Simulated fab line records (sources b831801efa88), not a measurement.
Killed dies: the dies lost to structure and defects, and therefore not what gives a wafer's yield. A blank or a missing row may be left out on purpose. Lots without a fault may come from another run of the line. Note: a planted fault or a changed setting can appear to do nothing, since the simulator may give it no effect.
fab line records	flow sky130
record: lots: 5	wafers: 15	last-day: 50
route steps=708 shown SD_P@327 RES_XHIGH@332 SD_N@342 SALICIDE@361 PAD_OPEN@708
lots untouched by any fault: they come from a run of this same line in which no faults occurred
start-h: hours from the record's opening day to when the first of the lot's shown wafers began	wait-h: hours elapsed since this lot's preceding step	" the same as in the row above	L1.1+2: a single row standing in for several wafers	- no value, or no start was given	* or withheld: withheld	< > ~ a bound
route shown NAME@n: a module of which the file shows steps, and the number in the route of the first	usual: mean and standard deviation over wafers with no fault	same: alike in all rows	chamber/n: place in a boat	sites: the reading at each site	_std_site: their standard deviation	_edge_site: mean of outer sites minus mean of inner sites	radius-mm: for every site, how far away it sits from the centre of the wafer	mask NAME#n: copy n	behind: the tool/chamber that last shaped the wafer	hold: cause of the lot's hold/its duration in hours/its outcome	device: names the non-switching transistor (n, p or np)	end of line: the same wafers' tests at the end of the route	step lacking rows: just its recipe	killed: at the first sort, the dies lost to defects and structure; wafer yield is something else	map: dies across one wafer; x = killed, . = not, _ = none there
set.NAME: setting as actually run; set.NAME@STEP: the setting as run at that earlier step	model.NAME: the simulator's own value behind a step, which no gauge read
lots at selected steps of the route; one table per step, one row per wafer
services: the hour from which a tool's chamber was out of use, counted from the record's first day as start-h (under 0 if before that day), plus the number of hours and why
== steps ==
step: SKY_SD_P_CD_MEAS_07
recipe: target-cd-nm: 380
usual: cd-nm: 380.6/2.7
lot.wafer	tool	chamber	start-h	wait-h	cd-nm
L462.2	cd-sem-02	-	594.00	0.1	380.2
L462.4	"	-	"	"	378.7
L462.5	"	-	"	"	382.2
L463.1	cd-sem-01	-	605.33	0.1	382.6
L463.2	"	-	"	"	383.3
L463.4	"	-	"	"	381.4
L471.2	cd-sem-01	-	664.75	0.1	378.8
L471.5	"	-	"	"	379.5
L471.6	"	-	"	"	380.0
L478.1	cd-sem-01	-	722.26	0.1	375.4
L478.4	"	-	"	"	377.1
L478.5	"	-	"	"	378.8
L484.1	cd-sem-02	-	769.16	0.1	380.1
L484.2	"	-	"	"	377.4
L484.3	"	-	"	"	377.4
step: SKY_SD_P_OVL_MEAS_08
usual: SD_P_OVL: 0.2/1.2
lot.wafer	tool	chamber	start-h	wait-h	SD_P_OVL[nm]
L462.2	overlay-02	-	594.10	0.1	-0.9
L462.4	"	-	"	"	-1.7
L462.5	"	-	"	"	-0.1
L463.1	overlay-01	-	605.45	0.1	1.3
L463.2	"	-	"	"	-1.5
L463.4	"	-	"	"	-1.7
L471.2	overlay-02	-	664.85	0.1	1.1
L471.5	"	-	"	"	1.3
L471.6	"	-	"	"	0.3
L478.1	overlay-01	-	722.38	0.1	1.2
L478.4	"	-	"	"	1.2
L478.5	"	-	"	"	1.8
L484.1	overlay-01	-	769.28	0.1	1.1
L484.2	"	-	"	"	2.2
L484.3	"	-	"	"	2.6
step: SKY_SD_P_IMPLANT_09
recipe: species: BF2	energy-kev: 20	dose-cm2: 3e+15	tilt-deg: 0
step: SKY_SD_P_STRIP_10
recipe: chemistry: O2/N2	power-w: 1400	pressure-mtorr: 1500	platen-temp-c: withheld	o2-flow-sccm: 3000	n2-flow-sccm: 300	overash-fraction: 0.5
usual: chamber-pressure-mTorr: 1500.0/1.5	drypump-motor-current-A: 5.96/0.27	oes-product-au: 0.617/0.0042	strip-time-to-endpoint-s: 17.49/0.039
lot.wafer	tool	chamber	start-h	wait-h	chamber-pressure-mTorr	drypump-motor-current-A	oes-product-au	rf-hours-counter-h	strip-time-to-endpoint-s
L462.2	plasma-asher-02	0	594.28	0.1	1502.9	5.93	0.619	16	17.46
L462.4	"	1	"	"	1498.4	6.01	0.615	-	17.47
L462.5	"	0	"	"	1503.5	5.93	0.619	-	17.48
L463.1	plasma-asher-02	0	605.63	0.1	1499.7	5.93	0.618	18	17.42
L463.2	"	1	"	"	1501.8	6.00	0.608	18	17.50
L463.4	"	0	"	"	1496.8	5.94	0.614	-	17.47
L471.2	plasma-asher-02	0	665.03	0.1	1499.4	5.94	0.617	24	17.43
L471.5	"	1	"	"	1501.3	6.00	0.629	-	17.41
L471.6	"	0	"	"	1499.1	5.94	0.619	-	17.41
L478.1	plasma-asher-03	1	722.56	0.1	1496.4	5.79	0.618	83	17.51
L478.4	"	1	"	"	1499.0	5.76	0.617	-	17.53
L478.5	"	1	"	"	1500.9	5.80	0.621	-	17.51
L484.1	plasma-asher-03	1	769.46	0.1	1502.9	5.78	0.619	88	17.48
L484.2	"	0	"	"	1499.3	6.33	0.620	88	17.50
L484.3	"	1	"	"	1501.5	5.77	0.616	-	17.53
step: SKY_SD_P_TW_MEAS_11
usual: SD_P_TW: 2799/13
lot.wafer	tool	chamber	start-h	wait-h	SD_P_TW
L462.2	film-metro-03	-	594.39	0.1	2809
L462.4	"	-	"	"	2812
L462.5	"	-	"	"	2831
L463.1	film-metro-04	-	605.73	0.1	2806
L463.2	"	-	"	"	2791
L463.4	"	-	"	"	2794
L471.2	film-metro-03	-	665.14	0.1	2819
L471.5	"	-	"	"	2832
L471.6	"	-	"	"	2805
L478.1	film-metro-03	-	722.66	0.1	2811
L478.4	"	-	"	"	2818
L478.5	"	-	"	"	2830
L484.1	film-metro-02	-	769.56	0.1	2805
L484.2	"	-	"	"	2824
L484.3	"	-	"	"	2805
step: SKY_RES_XHIGH_DEHYDRATE_00
recipe: temp-c: 200	time-s: 60
step: SKY_RES_XHIGH_HMDS_01
recipe: prime-time-s: 60	prime-temp-c: 120
step: SKY_RES_XHIGH_COAT_02
recipe: resist: NOVOLAK	spin-rpm: 3000	resist-thk-nm: 1140
step: SKY_RES_XHIGH_SOFTBAKE_03
recipe: temp-c: 90	time-s: 60	resist: NOVOLAK
step: SKY_RES_XHIGH_EXPOSE_04
recipe: mask-id: URPM	na: 0.6	source-shape: conventional	sigma-outer: 0.6	polarization: unpolarized	target-cd-nm: 1270	dose-mj: 140
step: SKY_RES_XHIGH_PEB_05
recipe: temp-c: withheld	time-s: *	resist: NOVOLAK
step: SKY_RES_XHIGH_DEVELOP_06
recipe: resist: NOVOLAK	developer: TMAH	develop-time-s: 60	dev-temp-c: 23
step: SKY_RES_XHIGH_IMPLANT_07
recipe: species: BF2	energy-kev: 20	dose-cm2: 3.6e+14	tilt-deg: 0
lot.wafer	tool	chamber	start-h	wait-h
L462.2+4+5	implanter-01	0	623.00	0.1
L463.1+2+4	implanter-04	0	633.84	0.1
L471.2+5+6	implanter-02	0	692.40	0.1
L478.1+4+5	implanter-04	0	749.97	0.1
L484.1+2+3	implanter-02	0	796.14	0.1
step: SKY_RES_XHIGH_STRIP_08
recipe: chemistry: O2/N2	power-w: 1400	pressure-mtorr: 1500	platen-temp-c: withheld	o2-flow-sccm: 3000	n2-flow-sccm: 300	overash-fraction: 0.5
usual: chamber-pressure-mTorr: 1500.1/1.4	drypump-motor-current-A: 5.97/0.29	oes-product-au: 0.711/0.0044	strip-time-to-endpoint-s: 14.26/0.043
lot.wafer	tool	chamber	start-h	wait-h	chamber-pressure-mTorr	drypump-motor-current-A	oes-product-au	rf-hours-counter-h	strip-time-to-endpoint-s
L462.2	plasma-asher-02	0	623.13	0.1	1500.6	5.97	0.711	19	14.30
L462.4	"	0	"	"	1499.9	5.92	0.713	-	14.29
L462.5	"	1	"	"	1500.9	6.00	0.710	-	14.30
L463.1	plasma-asher-04	1	633.99	0.1	1501.9	6.32	0.715	96	14.21
L463.2	"	0	"	"	1501.7	5.37	0.714	96	14.22
L463.4	"	1	"	"	1499.2	6.33	0.711	-	14.21
L471.2	plasma-asher-03	1	692.52	0.1	1499.7	5.79	0.711	80	14.30
L471.5	"	0	"	"	1501.7	6.32	0.705	-	14.23
L471.6	"	1	"	"	1498.1	5.77	0.716	-	14.25
L478.1	plasma-asher-03	1	750.12	0.1	1501.1	5.79	0.710	86	14.24
L478.4	"	1	"	"	1502.0	5.80	0.711	-	14.21
L478.5	"	0	"	"	1501.2	6.34	0.715	-	14.21
L484.1	plasma-asher-04	1	796.29	0.1	1502.1	6.34	0.708	6	14.21
L484.2	"	0	"	"	1500.3	5.40	0.719	6	14.24
L484.3	"	0	"	"	1499.8	5.39	0.714	-	14.19
step: SKY_RES_XHIGH_TW_MEAS_09
usual: RES_XHIGH_TW: 1623/9.1
lot.wafer	tool	chamber	start-h	wait-h	RES_XHIGH_TW
L462.2	film-metro-04	-	623.24	0.1	1616
L462.4	"	-	"	"	1625
L462.5	"	-	"	"	1633
L463.1	film-metro-02	-	634.09	0.1	1619
L463.2	"	-	"	"	1614
L463.4	"	-	"	"	1618
L471.2	film-metro-02	-	692.63	0.1	1621
L471.5	"	-	"	"	1616
L471.6	"	-	"	"	1621
L478.1	film-metro-02	-	750.22	0.1	1590
L478.4	"	-	"	"	1584
L478.5	"	-	"	"	1581
L484.1	film-metro-02	-	796.39	0.1	1626
L484.2	"	-	"	"	1614
L484.3	"	-	"	"	1617
step: SKY_SD_N_DEHYDRATE_00
recipe: temp-c: 200	time-s: 60
step: SKY_SD_N_HMDS_01
recipe: prime-time-s: 60	prime-temp-c: 120
step: SKY_SD_N_COAT_02
recipe: resist: NOVOLAK	spin-rpm: 3000	resist-thk-nm: 1140
step: SKY_SD_N_SOFTBAKE_03
recipe: temp-c: 90	time-s: 60	resist: NOVOLAK
step: SKY_SD_N_EXPOSE_04
recipe: mask-id: NSDM	na: 0.6	source-shape: conventional	sigma-outer: 0.6	polarization: unpolarized	target-cd-nm: 380	dose-mj: 141
step: SKY_SD_N_PEB_05
recipe: temp-c: withheld	time-s: *	resist: NOVOLAK
step: SKY_SD_N_DEVELOP_06
recipe: resist: NOVOLAK	developer: TMAH	develop-time-s: 60	dev-temp-c: 23
step: SKY_SD_N_CD_MEAS_07
recipe: target-cd-nm: 380
usual: cd-nm: 379/3
lot.wafer	tool	chamber	start-h	wait-h	cd-nm
L462.2	cd-sem-01	-	651.58	0.1	378
L462.4	"	-	"	"	380
L462.5	"	-	"	"	380
L463.1	cd-sem-01	-	662.66	0.1	378
L463.2	"	-	"	"	378
L463.4	"	-	"	"	380
L471.2	cd-sem-01	-	720.55	0.1	377
L471.5	"	-	"	"	379
L471.6	"	-	"	"	379
L478.1	cd-sem-02	-	776.49	0.1	380
L478.4	"	-	"	"	378
L478.5	"	-	"	"	380
L484.1	cd-sem-02	-	822.84	0.1	379
L484.2	"	-	"	"	382
L484.3	"	-	"	"	381
step: SKY_SD_N_OVL_MEAS_08
usual: SD_N_OVL: 0.2/1.2
lot.wafer	tool	chamber	start-h	wait-h	SD_N_OVL[nm]
L462.2	overlay-02	-	651.68	0.1	-3.2
L462.4	"	-	"	"	-2.5
L462.5	"	-	"	"	-1.5
L463.1	overlay-01	-	662.78	0.1	1.7
L463.2	"	-	"	"	1.0
L463.4	"	-	"	"	1.3
L471.2	overlay-02	-	720.65	0.1	-0.5
L471.5	"	-	"	"	0.3
L471.6	"	-	"	"	0.3
L478.1	overlay-01	-	776.61	0.1	0.0
L478.4	"	-	"	"	1.3
L478.5	"	-	"	"	0.2
L484.1	overlay-01	-	822.96	0.1	-0.2
L484.2	"	-	"	"	0.1
L484.3	"	-	"	"	-1.7
step: SKY_SD_N_IMPLANT_09
recipe: species: As	energy-kev: 50	dose-cm2: 4e+15	tilt-deg: 0
step: SKY_SD_N_IMPLANT_10
recipe: species: P	energy-kev: 20	dose-cm2: 1e+14	tilt-deg: 0
step: SKY_SD_N_STRIP_11
recipe: chemistry: O2/N2	power-w: 1400	pressure-mtorr: 1500	platen-temp-c: withheld	o2-flow-sccm: 3000	n2-flow-sccm: 300	overash-fraction: 0.5
usual: chamber-pressure-mTorr: 1500.0/1.4	drypump-motor-current-A: 5.8/0.41	oes-product-au: 0.527/0.0046	strip-time-to-endpoint-s: 22.54/0.036
lot.wafer	tool	chamber	start-h	wait-h	chamber-pressure-mTorr	drypump-motor-current-A	oes-product-au	rf-hours-counter-h	strip-time-to-endpoint-s
L462.2	plasma-asher-01	1	652.01	0.1	1496.7	5.5	0.530	54	22.52
L462.4	"	1	"	"	1499.6	5.4	0.530	-	22.55
L462.5	"	0	"	"	1502.9	6.1	0.529	-	22.51
L463.1	plasma-asher-04	0	663.11	0.1	1501.3	5.4	0.525	99	22.48
L463.2	"	1	"	"	1501.2	6.3	0.527	99	22.51
L463.4	"	0	"	"	1500.9	5.4	0.521	-	22.51
L471.2	plasma-asher-03	0	720.98	0.1	1501.2	6.3	0.530	83	22.56
L471.5	"	0	"	"	1499.1	6.3	0.528	-	22.58
L471.6	"	1	"	"	1500.7	5.8	0.519	-	22.58
L478.1	plasma-asher-04	0	776.94	0.1	1499.7	5.3	0.527	3	22.56
L478.4	"	1	"	"	1500.3	6.3	0.526	-	22.60
L478.5	"	1	"	"	1499.9	6.3	0.519	-	22.58
L484.1	plasma-asher-03	0	823.29	0.1	1502.4	6.3	0.522	90	22.57
L484.2	"	1	"	"	1502.2	5.8	0.528	90	22.56
L484.3	"	0	"	"	1498.5	6.3	0.531	-	22.56
step: SKY_SD_N_TW_MEAS_12
usual: SD_N_TW: 3952/26
lot.wafer	tool	chamber	start-h	wait-h	SD_N_TW
L462.2	film-metro-03	-	652.12	0.1	3988
L462.4	"	-	"	"	3954
L462.5	"	-	"	"	3957
L463.1	film-metro-03	-	663.21	0.1	3964
L463.2	"	-	"	"	3947
L463.4	"	-	"	"	3948
L471.2	film-metro-04	-	721.09	0.1	3935
L471.5	"	-	"	"	3944
L471.6	"	-	"	"	3943
L478.1	film-metro-02	-	777.04	0.1	3937
L478.4	"	-	"	"	3962
L478.5	"	-	"	"	3918
L484.1	film-metro-03	-	823.39	0.1	3993
L484.2	"	-	"	"	3969
L484.3	"	-	"	"	3979
step: SKY_SD_N_CLEAN_13
recipe: chemistry: SC1/SC2	mix: 1:4:20	temp-c: 70	time-s: 150	dry: n2-spin
step: SKY_SD_N_RTA_14
recipe: temp-c: 1075	time-s: 2	idle-temp-c: 650	ramp-up-c-per-s: 150	ramp-down-c-per-s: 90	ambient: N2
usual: lamp-power-pct: 15.74/0.052	wafer_temp_C_max: 1077.9/1.2
lot.wafer	tool	chamber	start-h	wait-h	lamp-power-pct	wafer_temp_C_max
L462.2	rtp-anneal-02	0	652.24	0.0	15.78	1079.0
L462.4	"	0	"	"	15.68	1077.3
L462.5	"	0	"	"	15.83	1077.8
L463.1	rtp-anneal-01	0	663.33	0.0	15.73	1077.2
L463.2	"	0	"	"	15.74	1078.7
L463.4	"	0	"	"	15.73	1076.1
L471.2	rtp-anneal-01	0	721.20	0.0	15.71	1079.2
L471.5	"	0	"	"	15.78	1077.0
L471.6	"	0	"	"	15.63	1079.8
L478.1	rtp-anneal-02	0	777.15	0.0	15.75	1076.7
L478.4	"	0	"	"	15.69	1078.1
L478.5	"	0	"	"	15.76	1079.2
L484.1	rtp-anneal-02	0	823.51	0.0	15.63	1078.1
L484.2	"	0	"	"	15.71	1077.8
L484.3	"	0	"	"	15.67	1081.6
step: SKY_SD_N_RS_MEAS_16
recipe: thk-meas-gauge: four-point-probe
usual: SD_N_RS: 68.58/0.11
lot.wafer	tool	chamber	start-h	wait-h	SD_N_RS[ohm/sq]
L462.2	film-metro-04	-	652.42	0.1	68.50
L462.4	"	-	"	"	68.67
L462.5	"	-	"	"	68.44
L463.1	film-metro-04	-	663.50	0.1	68.56
L463.2	"	-	"	"	68.51
L463.4	"	-	"	"	68.70
L471.2	film-metro-03	-	721.39	0.1	68.61
L471.5	"	-	"	"	68.57
L471.6	"	-	"	"	68.50
L478.1	film-metro-02	-	777.33	0.1	68.55
L478.4	"	-	"	"	68.57
L478.5	"	-	"	"	68.46
L484.1	film-metro-04	-	823.68	0.1	68.66
L484.2	"	-	"	"	68.63
L484.3	"	-	"	"	68.57
step: SKY_SD_N_RS_MEAS_17
recipe: thk-meas-gauge: four-point-probe
usual: SD_P_RS: 147.1/0.33
lot.wafer	tool	chamber	start-h	wait-h	SD_P_RS[ohm/sq]
L462.2	film-metro-04	-	652.54	0.1	147.6
L462.4	"	-	"	"	147.0
L462.5	"	-	"	"	147.6
L463.1	film-metro-04	-	663.62	0.1	147.0
L463.2	"	-	"	"	147.1
L463.4	"	-	"	"	147.0
L471.2	film-metro-03	-	721.51	0.1	146.8
L471.5	"	-	"	"	146.9
L471.6	"	-	"	"	147.0
L478.1	film-metro-02	-	777.45	0.1	146.4
L478.4	"	-	"	"	146.9
L478.5	"	-	"	"	146.7
L484.1	film-metro-04	-	823.80	0.1	146.9
L484.2	"	-	"	"	147.4
L484.3	"	-	"	"	147.3
step: SKY_SD_N_RS_MEAS_18
recipe: thk-meas-gauge: four-point-probe
usual: RES_XHIGH_RS: 333.5/1.3
lot.wafer	tool	chamber	start-h	wait-h	RES_XHIGH_RS[ohm/sq]
L462.2	film-metro-04	-	652.66	0.1	332.4
L462.4	"	-	"	"	332.5
L462.5	"	-	"	"	333.3
L463.1	film-metro-04	-	663.74	0.1	333.7
L463.2	"	-	"	"	333.8
L463.4	"	-	"	"	333.0
L471.2	film-metro-03	-	721.63	0.1	333.3
L471.5	"	-	"	"	334.6
L471.6	"	-	"	"	334.1
L478.1	film-metro-02	-	777.57	0.1	350.7
L478.4	"	-	"	"	350.7
L478.5	"	-	"	"	350.5
L484.1	film-metro-04	-	823.92	0.1	331.0
L484.2	"	-	"	"	333.1
L484.3	"	-	"	"	332.4
step: SKY_SALICIDE_CLEAN_00
recipe: chemistry: HF-last	time-s: 30	dilution: 100:1	dry: ipa-marangoni
step: SKY_PAD_OPEN_PROBE_99
usual: killed_at_M0_to_M3: 43/6.6	killed_at_M4_up: 3.4/1.8	killed-at-contacts: 24/4.9	killed-at-front-end: 15/4.1	killed-at-other: 0.3/0.55	killed-dies: 85/8.8	killed-open: 46/6.1	killed-short: 39/5.7
same: gross-dies: 492	killed-at-back-side: 0
lot.wafer	tool	chamber	start-h	wait-h	killed_at_M0_to_M3	killed_at_M4_up	killed-at-contacts	killed-at-front-end	killed-at-other	killed-dies	killed-open	killed-short	model.etest.res-xhigh-po.line-ohm-um	model.etest.res-xhigh-po.rs-ohm-sq	model.etest.res-xhigh-po.rs-ohm-sq-range	model.etest.res-xhigh-po.rs-ohm-sq-rim-less-centre
L462.2	prober-02	-	1081.48	0.1	42	1	26	26	0	95	56	39	5769	2058	70.97	-35.73
L462.4	prober-02	-	1081.58	0.2	46	2	25	29	1	103	60	43	5536	1968	70.6	-47.45
L462.5	prober-02	-	1081.63	0.2	50	3	37	15	0	105	60	45	5710	2020	50.56	-20.85
L463.1	prober-01	-	1093.30	0.1	52	7	28	14	0	101	57	44	5606	1936	59.32	4.949
L463.2	prober-01	-	1093.35	0.1	35	3	33	17	1	89	47	41	5712	1998	47.78	-0.4904
L463.4	prober-01	-	1093.45	0.2	45	5	31	12	0	93	41	52	5643	1970	51.04	-20.73
L471.2	prober-01	-	1131.55	0.1	37	4	20	19	0	80	50	30	5631	1978	89.42	-69.53
L471.5	prober-01	-	1131.70	0.2	37	4	26	14	0	81	42	39	5702	1989	73.54	-63
L471.6	prober-01	-	1131.75	0.2	38	6	24	17	1	86	45	41	5726	1988	83.42	-64.73
L478.1	prober-02	-	1167.93	0.1	45	6	14	13	0	78	36	42	6764	2330	371.9	-123.2
L478.4	prober-02	-	1168.08	0.2	36	3	26	16	0	81	43	38	7220	2499	538.9	-191.2
L478.5	prober-02	-	1168.13	0.2	44	2	26	14	0	86	42	44	6671	2371	450	-124.4
L484.1	prober-02	-	1198.16	0.1	41	8	21	9	0	79	43	35	5383	1890	61.44	41.41
L484.2	prober-02	-	1198.21	0.1	47	5	30	14	0	96	48	48	5701	1978	73.86	60.93
L484.3	prober-02	-	1198.26	0.2	58	2	18	18	0	96	55	40	5888	2036	71.24	46.55
killed by level:class
L462.2 VIA1:geometric-particle:open=14 LI_CONTACT:geometric-particle:open=10 CONTACT:geometric-particle:open=9 VIA3:geometric-particle:open=9 FIELD_ISO:geometric-particle:short=6 FIELD_ISO:geometric-particle:open=6 POLY_GATE:geometric-particle:short=6 POLY_GATE:geometric-particle:open=4
L462.4 VIA1:geometric-particle:open=12 CONTACT:geometric-particle:open=11 FIELD_ISO:geometric-particle:open=8 VIA3:geometric-particle:open=8 CONTACT:geometric-particle:short=7 POLY_GATE:geometric-particle:short=7 METAL1:geometric-particle:short=6 METAL2:geometric-particle:short=6
L462.5 CONTACT:geometric-particle:open=17 VIA1:geometric-particle:open=16 VIA2:geometric-particle:open=8 CONTACT:geometric-particle:short=7 VIA3:geometric-particle:short=5 LI_CONTACT:geometric-particle:short=5 LI_CONTACT:geometric-particle:open=5 VIA1:geometric-particle:short=5
L463.1 CONTACT:geometric-particle:open=16 METAL2:geometric-particle:short=12 VIA1:geometric-particle:open=9 VIA2:geometric-particle:open=8 VIA1:geometric-particle:short=7 VIA3:geometric-particle:open=7 LI_CONTACT:geometric-particle:open=6 FIELD_ISO:geometric-particle:short=4
L463.2 VIA1:geometric-particle:open=10 CONTACT:geometric-particle:open=9 LI_CONTACT:geometric-particle:open=7 LOCAL_INTERCONNECT:geometric-particle:short=6 CONTACT:geometric-particle:short=5 VIA3:geometric-particle:open=5 FIELD_ISO:geometric-particle:short=4 LI_CONTACT:geometric-particle:short=4
L463.4 CONTACT:geometric-particle:open=10 METAL1:geometric-particle:short=7 VIA2:geometric-particle:short=7 LI_CONTACT:geometric-particle:short=6 LI_CONTACT:geometric-particle:open=6 CONTACT:geometric-particle:short=6 VIA1:geometric-particle:open=6 POLY_GATE:geometric-particle:short=5
L471.2 VIA1:geometric-particle:open=14 CONTACT:geometric-particle:open=10 POLY_GATE:geometric-particle:open=5 LOCAL_INTERCONNECT:geometric-particle:short=5 VIA3:geometric-particle:open=5 FIELD_ISO:geometric-particle:short=4 LI_CONTACT:geometric-particle:open=4 VIA1:geometric-particle:short=4
L471.5 CONTACT:geometric-particle:open=9 VIA3:geometric-particle:open=7 FIELD_ISO:geometric-particle:short=6 METAL1:geometric-particle:short=6 VIA2:geometric-particle:open=6 VIA1:geometric-particle:open=5 POLY_GATE:geometric-particle:open=4 LI_CONTACT:geometric-particle:open=4
L471.6 VIA1:geometric-particle:open=10 METAL1:geometric-particle:short=8 CONTACT:geometric-particle:open=8 VIA3:geometric-particle:open=6 POLY_GATE:geometric-particle:open=5 POLY_GATE:geometric-particle:short=5 LOCAL_INTERCONNECT:geometric-particle:short=5 CONTACT:geometric-particle:short=5
L478.1 METAL1:geometric-particle:short=9 METAL2:geometric-particle:short=6 VIA1:geometric-particle:open=6 VIA1:geometric-particle:short=6 VIA2:geometric-particle:open=6 POLY_GATE:geometric-particle:short=5 LI_CONTACT:geometric-particle:open=4 CONTACT:geometric-particle:open=4
L478.4 CONTACT:geometric-particle:open=10 VIA1:geometric-particle:open=7 POLY_GATE:geometric-particle:open=6 LI_CONTACT:geometric-particle:open=5 VIA2:geometric-particle:open=5 LI_CONTACT:geometric-particle:short=4 CONTACT:geometric-particle:short=4 METAL1:geometric-particle:short=4
L478.5 LI_CONTACT:geometric-particle:open=11 METAL1:geometric-particle:short=8 VIA3:geometric-particle:open=7 POLY_GATE:geometric-particle:open=6 LOCAL_INTERCONNECT:geometric-particle:short=6 VIA1:geometric-particle:short=6 VIA2:geometric-particle:open=6 VIA1:geometric-particle:open=4
L484.1 VIA1:geometric-particle:open=9 VIA3:geometric-particle:open=9 CONTACT:geometric-particle:open=8 METAL4:geometric-particle:short=7 LOCAL_INTERCONNECT:geometric-particle:short=6 METAL2:geometric-particle:short=6 VIA2:geometric-particle:open=5 SPACER:geometric-particle:open=4
L484.2 CONTACT:geometric-particle:short=12 VIA1:geometric-particle:open=11 CONTACT:geometric-particle:open=8 METAL2:geometric-particle:short=7 VIA3:geometric-particle:open=7 LI_CONTACT:geometric-particle:open=6 VIA2:geometric-particle:open=6 VIA1:geometric-particle:short=5
L484.3 VIA1:geometric-particle:open=14 FIELD_ISO:geometric-particle:short=9 VIA2:geometric-particle:open=9 VIA3:geometric-particle:open=8 CONTACT:geometric-particle:open=6 METAL3:geometric-particle:short=6 LI_CONTACT:geometric-particle:open=5 FIELD_ISO:geometric-particle:open=4
== services ==
tool	chamber	start-h	hours	kind
plasma-asher-03	-	574.38	0.4	repair
plasma-asher-03	-	596.13	0.7	repair
plasma-asher-03	-	597.59	18.5	repair
plasma-asher-04	-	599.30	3.8	repair
plasma-asher-02	-	600.76	0.3	repair
implanter-02	-	653.01	1.2	repair
plasma-asher-04	-	663.99	4.2	repair
implanter-01	-	669.66	1.6	repair
implanter-04	-	690.71	4.5	pm
implanter-01	-	694.39	1.9	repair
implanter-02	-	702.03	0.7	repair
plasma-asher-02	-	717.03	2.8	pm
plasma-asher-02	-	721.55	6.8	repair
plasma-asher-04	-	733.75	9.0	pm
plasma-asher-04	0	733.75	9.0	vent-cycle
plasma-asher-04	1	733.75	9.0	vent-cycle
plasma-asher-04	0	742.75	-	clean
implanter-01	-	747.27	5.0	pm
plasma-asher-03	-	752.80	4.3	pm
implanter-02	-	753.10	5.8	repair
implanter-02	-	758.92	6.2	pm
plasma-asher-03	-	782.06	28.1	pm
implanter-04	-	803.23	2.9	repair
plasma-asher-01	-	814.61	38.1	repair
== key ==
first-sign: step: SKY_RES_XHIGH_TW_MEAS_09	reading: RES_XHIGH_TW	direction: down	sigmas: 4.2	usual: 1623	struck: 1585
effect: step: SKY_SD_N_RS_MEAS_18	reading: RES_XHIGH_RS	direction: up	sigmas: 13	usual: 333.5	struck: 350.6
model-effect: step: SKY_PAD_OPEN_PROBE_99	value: etest.res-xhigh-po.line-ohm-um	without: 5733	struck: 6885
met-at SKY_RES_XHIGH_IMPLANT_07
struck-wafers L478.1,L478.4,L478.5
tester-left-out L478
onset-between 633.84 749.97
also-fits SKY_RES_XHIGH_STRIP_08:plasma-asher-03
fault: kind: process-parameter-drift	tool: implanter-04	chamber: -	onset-h: 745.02	steps: SKY_RES_XHIGH_IMPLANT_07	channel: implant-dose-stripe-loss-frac	offset: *	shape: step	end-h: 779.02
tester-left-out: of these lots the tester's yield and bins aren't shown, on N5 and GAA mostly nor the transistor test; their killed dies are dies lost to structure and defects alone, not to doping, threshold or leakage, so they don't give the yield
